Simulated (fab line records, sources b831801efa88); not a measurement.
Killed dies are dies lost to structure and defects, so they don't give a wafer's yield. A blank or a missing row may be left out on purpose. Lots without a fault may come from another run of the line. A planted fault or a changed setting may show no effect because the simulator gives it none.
fab line records | flow gf180mcu
record lots=24 wafers=72 last_day=34
route steps=602 shown PSD@263 M2@367 V2@385 V3@433 M4@457 MIM@510
lots that met no fault: from a run of the same line without faults
start_h: hours from the record's first day to the start of the lot's first wafer shown | wait_h: hours since the lot's step before | " the same as in the row above | L1.1+2: a row that stands for several wafers | - no value, or no start given | * or withheld: withheld | < > ~ a bound
route shown NAME@n: a module of which the file shows steps, and the number in the route of the first | usual: mean/standard deviation of fault-free wafers | same: alike in all rows | chamber/n: place in a boat | sites: the reading at each site | _std_site: their standard deviation | _edge_site: outer sites' mean less inner sites' | radius_mm: how far each site lies from the wafer's centre | mask NAME#n: copy n | behind: the tool/chamber that last shaped the wafer | hold: why the lot was held/for how many hours/how that ended | device: the transistor (n, p or np) that didn't switch | end of line: the same wafers' tests at the end of the route | a step without rows: its recipe alone | killed: dies lost to structure and defects at the first sort, not the wafer's yield | map: a wafer's dies, x killed, . not, _ none there
set.NAME: the setting as run; set.NAME@STEP: as run at that earlier step | model.NAME: the simulator's own value behind a step, which no gauge read
steps of the route over a sample of lots; a table a step, a row a wafer
services: from which hour (start_h, from the record's first day; less than 0 if before it) a tool's chamber was out of use, for how many hours, and why
## steps
# step GF_PSD_RS_MEAS_15
# recipe thk_meas_gauge=four-point-probe
# usual PSD_RS=108.66/0.26
# columns lot.wafer tool chamber start_h wait_h PSD_RS[ohm/sq]
L074.2 film_metro-01 - 322.52 0.1 108.88
L074.3 " - " " 108.62
L074.4 " - " " 108.50
L075.2 film_metro-02 - 337.93 0.1 109.14
L075.5 " - " " 108.90
L075.6 " - " " 109.00
L076.1 film_metro-03 - 341.23 0.1 108.70
L076.3 " - " " 108.56
L076.6 " - " " 108.49
L077.2 film_metro-02 - 346.38 0.1 108.60
L077.3 " - " " 108.58
L077.6 " - " " 108.70
L078.1 film_metro-03 - 354.66 0.1 108.82
L078.2 " - " " 108.64
L078.3 " - " " 108.52
L079.3 film_metro-02 - 362.14 0.1 108.54
L079.4 " - " " 108.14
L079.5 " - " " 108.72
L080.1 film_metro-02 - 377.45 0.1 108.79
L080.2 " - " " 109.07
L080.6 " - " " 108.40
L081.1 film_metro-03 - 388.45 0.1 108.56
L081.3 " - " " 108.94
L081.6 " - " " 108.50
L082.1 film_metro-01 - 392.88 0.1 108.62
L082.2 " - " " 108.65
L082.3 " - " " 108.71
L083.1 film_metro-03 - 398.78 0.1 108.83
L083.3 " - " " 109.19
L083.5 " - " " 108.93
L084.1 film_metro-03 - 400.30 0.1 108.43
L084.2 " - " " 108.88
L084.3 " - " " 108.57
L085.4 film_metro-01 - 413.39 0.1 108.48
L085.5 " - " " 108.74
L085.6 " - " " 108.56
L086.1 film_metro-02 - 418.91 0.1 108.84
L086.4 " - " " 108.56
L086.5 " - " " 108.65
L087.4 film_metro-03 - 427.75 0.1 108.45
L087.5 " - " " 108.66
L087.6 " - " " 108.65
L088.1 film_metro-02 - 438.14 0.1 108.81
L088.2 " - " " 109.42
L088.5 " - " " 109.41
L089.1 film_metro-01 - 443.96 0.1 108.25
L089.5 " - " " 108.30
L089.6 " - " " 107.94
L090.2 film_metro-03 - 454.63 0.1 108.68
L090.3 " - " " 108.39
L090.4 " - " " 108.88
L091.2 film_metro-03 - 464.58 0.1 108.48
L091.3 " - " " 108.55
L091.6 " - " " 108.57
L092.1 film_metro-01 - 472.88 0.1 107.97
L092.3 " - " " 108.52
L092.4 " - " " 108.50
L093.1 film_metro-02 - 478.75 0.1 108.38
L093.3 " - " " 108.58
L093.6 " - " " 108.76
L094.1 film_metro-02 - 484.30 0.1 108.53
L094.3 " - " " 108.62
L094.6 " - " " 108.85
L095.3 film_metro-01 - 495.20 0.1 108.71
L095.4 " - " " 108.38
L095.6 " - " " 108.61
L096.2 film_metro-03 - 499.82 0.1 108.54
L096.4 " - " " 108.46
L096.6 " - " " 108.46
L097.3 film_metro-01 - 506.00 0.1 108.88
L097.5 " - " " 108.99
L097.6 " - " " 108.81
# step GF_M2_RS_MEAS_05
# recipe thk_meas_gauge=four-point-probe reads=TiN_of_M2_SPUTTER_04+Ti_of_M2_SPUTTER_03+AlCu_of_M2_SPUTTER_02+TiN_of_M2_SPUTTER_01+Ti_of_M2_SPUTTER_00
# usual M2_ALCU_RS=0.0693/0.0013
# columns lot.wafer tool chamber start_h wait_h M2_ALCU_RS[ohm/sq]
L074.2 film_metro-04 - 418.99 0.0 0.0681
L074.3 " - " " 0.0684
L074.4 " - " " 0.0685
L075.2 film_metro-04 - 436.36 0.0 0.0697
L075.5 " - " " 0.0696
L075.6 " - " " 0.0695
L076.1 film_metro-03 - 438.47 0.0 0.0700
L076.3 " - " " 0.0705
L076.6 " - " " 0.0708
L077.2 film_metro-03 - 444.27 0.0 0.0688
L077.3 " - " " 0.0686
L077.6 " - " " 0.0691
L078.1 film_metro-01 - 454.71 0.0 0.0722
L078.2 " - " " 0.0705
L078.3 " - " " 0.0709
L079.3 film_metro-04 - 463.77 0.1 0.0685
L079.4 " - " " 0.0677
L079.5 " - " " 0.0681
L080.1 film_metro-01 - 479.73 0.0 0.0701
L080.2 " - " " 0.0703
L080.6 " - " " 0.0704
L081.1 film_metro-01 - 491.64 0.0 0.0688
L081.3 " - " " 0.0687
L081.6 " - " " 0.0688
L082.1 film_metro-04 - 494.31 0.1 0.0674
L082.2 " - " " 0.0682
L082.3 " - " " 0.0680
L084.1 film_metro-04 - 502.55 0.0 0.0678
L084.2 " - " " 0.0673
L084.3 " - " " 0.0670
L083.1 film_metro-01 - 502.56 0.0 0.0696
L083.3 " - " " 0.0686
L083.5 " - " " 0.0698
L085.4 film_metro-01 - 516.98 0.1 0.0703
L085.5 " - " " 0.0706
L085.6 " - " " 0.0717
L086.1 film_metro-04 - 520.99 0.0 0.0688
L086.4 " - " " 0.0677
L086.5 " - " " 0.0684
L087.4 film_metro-04 - 533.26 0.1 0.0705
L087.5 " - " " 0.0698
L087.6 " - " " 0.0719
L088.1 film_metro-03 - 538.57 0.0 0.0697
L088.2 " - " " 0.0713
L088.5 " - " " 0.0713
L089.1 film_metro-04 - 544.48 0.0 0.0699
L089.5 " - " " 0.0685
L089.6 " - " " 0.0694
L090.2 film_metro-04 - 555.45 0.0 0.0690
L090.3 " - " " 0.0678
L090.4 " - " " 0.0691
L091.2 film_metro-04 - 564.24 0.0 0.0687
L091.3 " - " " 0.0692
L091.6 " - " " 0.0688
L092.1 film_metro-01 - 572.34 0.0 0.0690
L092.3 " - " " 0.0680
L092.4 " - " " 0.0703
L093.1 film_metro-04 - 577.36 0.0 0.0688
L093.3 " - " " 0.0683
L093.6 " - " " 0.0691
L094.1 film_metro-04 - 582.38 0.0 0.0689
L094.3 " - " " 0.0686
L094.6 " - " " 0.0688
L095.3 film_metro-04 - 590.85 0.1 0.0676
L095.4 " - " " 0.0682
L095.6 " - " " 0.0680
L096.2 film_metro-01 - 596.10 0.0 0.0696
L096.4 " - " " 0.0708
L096.6 " - " " 0.0692
L097.3 film_metro-01 - 602.71 0.1 0.0716
L097.5 " - " " 0.0722
L097.6 " - " " 0.0711
# step GF_V2_THK_MEAS_03
# recipe reads=SiO2_of_V2_CVD_02
# usual V2_CVD_02_THK=849/13
# columns lot.wafer tool chamber start_h wait_h V2_CVD_02_THK[nm]
L074.2 film_metro-04 - 444.66 0.0 833
L074.3 " - " " 860
L074.4 " - " " 854
L075.2 film_metro-04 - 461.62 0.0 845
L075.5 " - " " 853
L075.6 " - " " 855
L076.1 film_metro-03 - 463.92 0.0 848
L076.3 " - " " 843
L076.6 " - " " 870
L077.2 film_metro-04 - 469.60 0.0 841
L077.3 " - " " 861
L077.6 " - " " 858
L078.1 film_metro-03 - 480.29 0.0 849
L078.2 " - " " 833
L078.3 " - " " 839
L079.3 film_metro-04 - 488.33 0.1 842
L079.4 " - " " 850
L079.5 " - " " 876
L080.1 film_metro-04 - 504.73 0.0 849
L080.2 " - " " 837
L080.6 " - " " 843
L081.1 film_metro-04 - 516.58 0.0 849
L081.3 " - " " 866
L081.6 " - " " 862
L082.1 film_metro-03 - 518.64 0.0 858
L082.2 " - " " 849
L082.3 " - " " 850
L084.1 film_metro-02 - 527.08 0.0 853
L084.2 " - " " 848
L084.3 " - " " 856
L083.1 film_metro-03 - 527.51 0.0 830
L083.3 " - " " 811
L083.5 " - " " 828
L085.4 film_metro-02 - 540.84 0.0 851
L085.5 " - " " 868
L085.6 " - " " 850
L086.1 film_metro-03 - 545.79 0.0 852
L086.4 " - " " 876
L086.5 " - " " 863
L087.4 film_metro-04 - 557.19 0.0 847
L087.5 " - " " 837
L087.6 " - " " 843
L088.1 film_metro-04 - 562.31 0.0 849
L088.2 " - " " 846
L088.5 " - " " 868
L089.1 film_metro-03 - 567.55 0.0 842
L089.5 " - " " 849
L089.6 " - " " 834
L090.2 film_metro-04 - 578.05 0.0 834
L090.3 " - " " 844
L090.4 " - " " 856
L091.2 film_metro-03 - 586.78 0.0 839
L091.3 " - " " 836
L091.6 " - " " 845
L092.1 film_metro-03 - 595.25 0.0 847
L092.3 " - " " 836
L092.4 " - " " 861
L093.1 film_metro-02 - 602.62 0.0 849
L093.3 " - " " 854
L093.6 " - " " 856
L094.1 film_metro-04 - 604.62 0.0 845
L094.3 " - " " 850
L094.6 " - " " 852
L095.3 film_metro-03 - 612.22 0.1 837
L095.4 " - " " 856
L095.6 " - " " 855
L096.2 film_metro-03 - 617.49 0.0 835
L096.4 " - " " 850
L096.6 " - " " 860
L097.3 film_metro-03 - 623.72 0.1 830
L097.5 " - " " 854
L097.6 " - " " 846
# step GF_V3_CMP_04
# recipe material=SiO2 down_force_psi=4 platen_rpm=60 pad_velocity_m_s=0.94248
# usual motor_current_A=12.8/1.2 slurry_flow_ml_min=149.9/0.49 time_to_endpoint_s=83/7.4
# columns lot.wafer tool chamber start_h wait_h motor_current_A slurry_flow_ml_min time_to_endpoint_s
L074.3 cmp-02 0 496.73 0.1 13.7 149.7 72
L074.4 " 1 " " 11.1 149.9 94
L074.2 " 2 " " 12.5 149.5 73
L075.2 cmp-02 1 512.49 0.1 10.5 149.9 88
L075.6 " 0 " " 14.6 150.1 86
L075.5 " 1 " " 11.0 149.5 98
L076.3 cmp-01 3 514.69 0.0 12.2 149.9 78
L076.1 " 1 " " 12.8 150.2 76
L076.6 " 0 " " 14.1 149.8 90
L077.3 cmp-02 3 520.58 0.1 10.8 150.9 73
L077.2 " 0 " " 13.3 149.8 76
L077.6 " 2 " " 12.1 149.4 75
L078.3 cmp-01 2 531.42 0.0 13.3 149.8 72
L078.1 " 0 " " 14.5 149.1 82
L078.2 " 1 " " 12.4 150.3 79
L079.3 cmp-02 1 538.42 0.1 11.1 151.0 88
L079.4 " 2 " " 12.5 150.7 92
L079.5 " 3 " " 11.5 150.7 85
L080.1 cmp-02 2 554.46 0.1 11.6 149.9 85
L080.2 " 0 " " 14.2 150.1 81
L080.6 " 3 " " 11.1 150.2 86
L081.1 cmp-02 2 564.63 0.1 12.1 149.6 86
L081.3 " 3 " " 11.2 150.7 82
L081.6 " 2 " " 12.2 149.9 91
L082.2 cmp-02 2 567.52 0.1 12.0 149.8 77
L082.1 " 3 " " 11.7 149.5 82
L082.3 " 0 " " 13.4 149.5 82
L084.3 cmp-01 1 575.22 0.0 13.3 150.4 78
L084.1 " 3 " " 12.6 149.9 65
L084.2 " 0 " " 15.3 149.8 74
L083.3 cmp-01 3 575.79 0.1 12.0 149.9 69
L083.1 " 0 " " 14.8 149.7 88
L083.5 " 2 " " 13.6 150.5 83
L085.4 cmp-02 3 588.02 0.1 11.3 149.3 76
L085.5 " 2 " " 11.6 150.3 84
L085.6 " 3 " " 11.1 149.6 72
L086.4 cmp-01 2 592.28 0.0 13.2 150.1 85
L086.1 " 1 " " 13.3 149.8 83
L086.5 " 2 " " 13.8 150.4 73
L087.4 cmp-01 2 602.50 0.1 13.5 149.6 83
L087.5 " 1 " " 12.3 150.1 88
L087.6 " 2 " " 13.5 149.9 93
L088.1 cmp-01 0 608.32 0.1 14.8 150.6 90
L088.2 " 1 " " 13.1 149.2 92
L088.5 " 3 " " 13.0 150.6 77
L089.1 cmp-01 1 613.72 0.2 12.8 150.2 85
L089.5 " 2 " " 13.9 150.1 88
L089.6 " 3 " " 12.4 149.7 79
L090.2 cmp-01 0 623.38 0.0 14.9 150.7 93
L090.3 " 1 " " 12.3 149.9 79
L090.4 " 2 " " 13.8 150.0 85
L091.3 cmp-01 0 630.81 0.0 15.2 150.0 92
L091.2 " 2 " " 13.4 149.1 83
L091.6 " 1 " " 12.8 149.6 90
L092.1 cmp-02 0 639.54 0.1 13.0 150.1 77
L092.3 " 1 " " 10.9 149.4 85
L092.4 " 2 " " 12.9 150.1 82
L093.3 cmp-01 1 646.37 0.0 12.0 150.1 81
L093.1 " 0 " " 14.3 150.1 88
L093.6 " 2 " " 14.7 150.1 91
L094.1 cmp-01 3 648.72 0.1 12.8 148.9 77
L094.3 " 0 " " 15.2 149.4 95
L094.6 " 2 " " 13.1 149.5 86
L095.3 cmp-01 1 654.84 0.0 12.4 149.5 87
L095.4 " 2 " " 13.7 151.2 87
L095.6 " 1 " " 12.7 150.1 88
L096.2 cmp-02 0 660.32 0.1 13.5 150.2 78
L096.4 " 2 " " 12.0 148.9 75
L096.6 " 3 " " 11.3 150.2 75
L097.3 cmp-02 3 666.68 0.2 11.6 149.5 63
L097.5 " 0 " " 13.9 150.6 79
L097.6 " 1 " " 11.2 149.8 79
# step GF_M4_SPUTTER_01
# recipe material=TiN target_thk_nm=30 power_w=6500 time_s=25 chamber_pressure_pa=0.4
# usual throttle_valve_pct=29.9/1.2
# columns lot.wafer tool chamber start_h wait_h throttle_valve_pct
L074.2 pvd_sputter-02 - 522.79 0.1 31.9
L074.3 " - " " 30.6
L074.4 " - " " 30.1
L075.2 pvd_sputter-02 - 536.67 0.1 30.3
L075.5 " - " " 31.9
L075.6 " - " " 30.5
L076.1 pvd_sputter-02 - 539.22 0.1 31.0
L076.3 " - " " 30.9
L076.6 " - " " 30.1
L077.2 pvd_sputter-01 - 545.65 0.1 31.9
L077.3 " - " " 29.4
L077.6 " - " " 29.5
L078.1 pvd_sputter-03 - 556.04 0.1 28.2
L078.2 " - " " 30.5
L078.3 " - " " 29.4
L079.3 pvd_sputter-03 - 562.22 0.1 29.3
L079.4 " - " " 28.0
L079.5 " - " " 30.9
L080.1 pvd_sputter-01 - 578.30 0.1 29.3
L080.2 " - " " 28.4
L080.6 " - " " 29.3
L081.1 pvd_sputter-01 - 588.58 0.1 28.2
L081.3 " - " " 32.0
L081.6 " - " " 29.6
L082.1 pvd_sputter-01 - 590.35 0.1 31.9
L082.2 " - " " 28.2
L082.3 " - " " 29.4
L084.1 pvd_sputter-03 - 598.67 0.1 29.0
L084.2 " - " " 28.2
L084.3 " - " " 30.3
L083.1 pvd_sputter-02 - 598.94 0.1 31.7
L083.3 " - " " 30.2
L083.5 " - " " 32.0
L085.4 pvd_sputter-03 - 610.41 0.1 29.2
L085.5 " - " " 29.1
L085.6 " - " " 28.1
L086.1 pvd_sputter-03 - 614.93 0.1 30.6
L086.4 " - " " 29.2
L086.5 " - " " 28.2
L087.4 pvd_sputter-03 - 625.26 0.1 30.5
L087.5 " - " " 30.8
L087.6 " - " " 29.3
L088.1 pvd_sputter-02 - 631.07 0.1 32.0
L088.2 " - " " 30.3
L088.5 " - " " 30.0
L089.1 pvd_sputter-01 - 635.58 0.1 28.0
L089.5 " - " " 29.6
L089.6 " - " " 28.4
L090.2 pvd_sputter-03 - 645.35 0.1 30.2
L090.3 " - " " 28.2
L090.4 " - " " 31.1
L091.2 pvd_sputter-03 - 652.28 0.1 27.9
L091.3 " - " " 29.1
L091.6 " - " " 28.2
L092.1 pvd_sputter-03 - 661.66 0.1 30.9
L092.3 " - " " 29.2
L092.4 " - " " 30.5
L093.1 pvd_sputter-03 - 667.29 0.1 28.1
L093.3 " - " " 30.6
L093.6 " - " " 30.7
L094.1 pvd_sputter-03 - 669.95 0.1 29.2
L094.3 " - " " 30.8
L094.6 " - " " 29.1
L095.3 pvd_sputter-01 - 676.03 0.1 29.3
L095.4 " - " " 29.2
L095.6 " - " " 29.3
L096.2 pvd_sputter-03 - 681.44 0.1 31.1
L096.4 " - " " 29.0
L096.6 " - " " 30.7
L097.3 pvd_sputter-02 - 687.82 0.1 30.6
L097.5 " - " " 31.0
L097.6 " - " " 30.7
# step GF_MIM_SPUTTER_07
# recipe material=TiN target_thk_nm=60 power_w=6500 time_s=50 chamber_pressure_pa=0.4
# usual throttle_valve_pct=29.8/1.2
# columns lot.wafer tool chamber start_h wait_h throttle_valve_pct
L074.2 pvd_sputter-01 - 572.14 0.0 28.3
L074.3 " - " " 29.3
L074.4 " - " " 31.9
L075.2 pvd_sputter-03 - 584.34 0.0 30.9
L075.5 " - " " 28.1
L075.6 " - " " 30.5
L076.1 pvd_sputter-01 - 587.13 0.1 29.4
L076.3 " - " " 28.2
L076.6 " - " " 29.4
L077.2 pvd_sputter-04 - 592.34 0.0 29.4
L077.3 " - " " 31.1
L077.6 " - " " 30.9
L078.1 pvd_sputter-03 - 602.19 0.1 28.0
L078.2 " - " " 30.9
L078.3 " - " " 30.5
L079.3 pvd_sputter-01 - 608.39 0.0 29.5
L079.4 " - " " 29.3
L079.5 " - " " 28.3
L080.1 pvd_sputter-01 - 623.25 0.1 29.4
L080.2 " - " " 28.3
L080.6 " - " " 28.3
L081.1 pvd_sputter-01 - 632.56 0.1 29.4
L081.3 " - " " 31.8
L081.6 " - " " 29.1
L082.1 pvd_sputter-03 - 634.42 0.1 30.6
L082.2 " - " " 29.4
L082.3 " - " " 28.3
L084.1 pvd_sputter-03 - 642.28 0.1 29.1
L084.2 " - " " 28.0
L084.3 " - " " 30.8
L083.1 pvd_sputter-04 - 643.05 0.1 29.2
L083.3 " - " " 30.8
L083.5 " - " " 30.6
L085.4 pvd_sputter-01 - 653.73 0.0 31.6
L085.5 " - " " 31.7
L085.6 " - " " 29.3
L086.1 pvd_sputter-04 - 658.25 0.1 30.6
L086.4 " - " " 31.0
L086.5 " - " " 29.6
L087.4 pvd_sputter-03 - 668.07 0.0 30.4
L087.5 " - " " 29.1
L087.6 " - " " 31.0
L088.1 pvd_sputter-04 - 673.08 0.1 30.5
L088.2 " - " " 30.2
L088.5 " - " " 31.2
L089.1 pvd_sputter-01 - 677.62 0.1 31.9
L089.5 " - " " 29.3
L089.6 " - " " 28.0
L090.2 pvd_sputter-04 - 688.18 0.0 30.3
L090.3 " - " " 30.9
L090.4 " - " " 29.3
L091.2 pvd_sputter-03 - 694.43 0.0 29.4
L091.3 " - " " 30.5
L091.6 " - " " 30.3
L092.1 pvd_sputter-01 - 703.01 0.1 28.3
L092.3 " - " " 29.4
L092.4 " - " " 32.0
L093.1 pvd_sputter-01 - 708.37 0.1 29.4
L093.3 " - " " 28.2
L093.6 " - " " 29.2
L094.1 pvd_sputter-03 - 711.22 0.1 30.4
L094.3 " - " " 28.0
L094.6 " - " " 28.1
L095.3 pvd_sputter-04 - 716.33 0.0 30.3
L095.4 " - " " 30.0
L095.6 " - " " 31.0
L096.2 pvd_sputter-03 - 721.93 0.0 30.5
L096.4 " - " " 30.5
L096.6 " - " " 31.0
L097.3 pvd_sputter-01 - 727.93 0.0 28.3
L097.5 " - " " 29.6
L097.6 " - " " 29.5
## services
# columns tool chamber start_h hours kind
cmp-01 - 483.10 3.8 pm
cmp-02 - 487.46 5.2 pm
pvd_sputter-03 - 503.42 1.4 repair
pvd_sputter-04 - 566.78 3.0 repair
pvd_sputter-03 0 566.87 - consumable_replace:kit
pvd_sputter-03 0 566.87 18.0 scheduled_down
pvd_sputter-03 0 566.87 18.0 vent_cycle
pvd_sputter-04 - 570.02 13.8 repair
cmp-02 - 571.23 7.0 repair
cmp-02 - 578.19 4.0 pm
pvd_sputter-04 - 588.17 3.0 repair
pvd_sputter-04 - 606.44 3.1 repair
pvd_sputter-02 - 608.21 1.5 repair
pvd_sputter-04 - 630.15 7.7 repair
cmp-01 - 632.57 5.3 pm
cmp-02 - 645.54 5.5 pm
pvd_sputter-02 - 662.46 2.6 repair
cmp-02 - 677.36 2.9 repair
cmp-01 - 682.65 1.1 repair
pvd_sputter-03 3 711.12 - consumable_replace:kit
pvd_sputter-03 3 711.12 18.0 scheduled_down
pvd_sputter-03 3 711.12 18.0 vent_cycle
pvd_sputter-04 - 712.74 0.7 repair
pvd_sputter-04 - 718.97 1.5 repair
## key
fault none
